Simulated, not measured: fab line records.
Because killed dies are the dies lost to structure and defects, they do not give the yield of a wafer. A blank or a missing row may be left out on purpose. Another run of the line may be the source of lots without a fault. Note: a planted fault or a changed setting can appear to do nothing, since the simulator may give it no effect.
The same fault as seen by 2 desks | flow gf180mcu | each desk has only its own numbers; what lay behind them comes last

## THE METROLOGY DESK
Lot by lot, what the gauges showed, no matter which tool ran the lot: averages of those sampled wafers that carry a number. A lot is out of limits, marked OUT, if its mean lies more than 4 standard deviations from the usual mean; the brackets give that distance.
Columns: A = cd-nm at GF_V2_CD_MEAS_14, usual 260.4 nm
lot  | first seen here | A
L773 | day 20 15:06    | 260.1
L774 | day 21 03:23    | 261.3
L775 | day 21 07:07    | 262.7
L776 | day 21 18:20    | 261.4
L778 | day 22 09:49    | 259.7
L779 | day 22 16:37    | 259.8
L780 | day 22 21:34    | 260.8
L787 | day 25 10:16    | 261.2
L789 | day 25 21:10    | 261.3
L790 | day 26 06:31    | 259.4
L792 | day 26 22:59    | 260.0
L793 | day 27 02:47    | 262.5
L794 | day 27 09:16    | 260.3
L796 | day 28 00:05    | 259.4
This desk's verdict: no lot among the 14 shows anything out of limits.

## FOR THE TOOL OWNER'S DESK: litho-track-03
The tool's own readings at GF_M3_DEVELOP_13 (develop time 60 s): means of the sampled wafers that have a number, for each lot that ran on this tool. A lot is out of limits, marked OUT, if its mean lies more than 4 standard deviations from the usual mean; the brackets give that distance.
Columns: A = developer-temp-C at GF_M3_DEVELOP_13, usual 21.02 C
lot  | first seen here | A
L774 | day 22 04:32    | 20.83
L775 | day 22 08:20    | 21.02
L776 | day 22 19:15    | 21.03
L778 | day 23 11:31    | 20.23 (-7.2) OUT
L779 | day 23 17:16    | 20.14 (-8.0) OUT
L780 | day 23 21:40    | 20.21 (-7.4) OUT
L790 | day 27 04:34    | 21.21
L792 | day 27 21:09    | 20.97
L793 | day 28 00:57    | 21.07
L794 | day 28 06:46    | 21.06
This desk's finding: out of limits on L778, L779, L780; first on L778, day 23 11:31 (developer-temp-C at GF_M3_DEVELOP_13). In limits: L774, L775, L776, L790, L792, L793, L794.

## TAKEN TOGETHER
The tool owner's desk had the chance to raise an alarm at day 23 11:31 on L778, L779, L780.
The metrology desk saw nothing out of limits.
The metrology desk holds a record of L778, L779, L780, inside its limits.
GF_M3_DEVELOP_13 was run on litho-track-03 by each of the lots named.

## WHAT THE SIMULATOR HAD INSERTED
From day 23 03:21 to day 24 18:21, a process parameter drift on litho-track-03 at GF_M3_DEVELOP_13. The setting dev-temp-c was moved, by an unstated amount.
Shown lots that were struck: L778, L779, L780.
Hours from the fault's start to each desk's first reading out of limits: the tool owner's desk, 8.
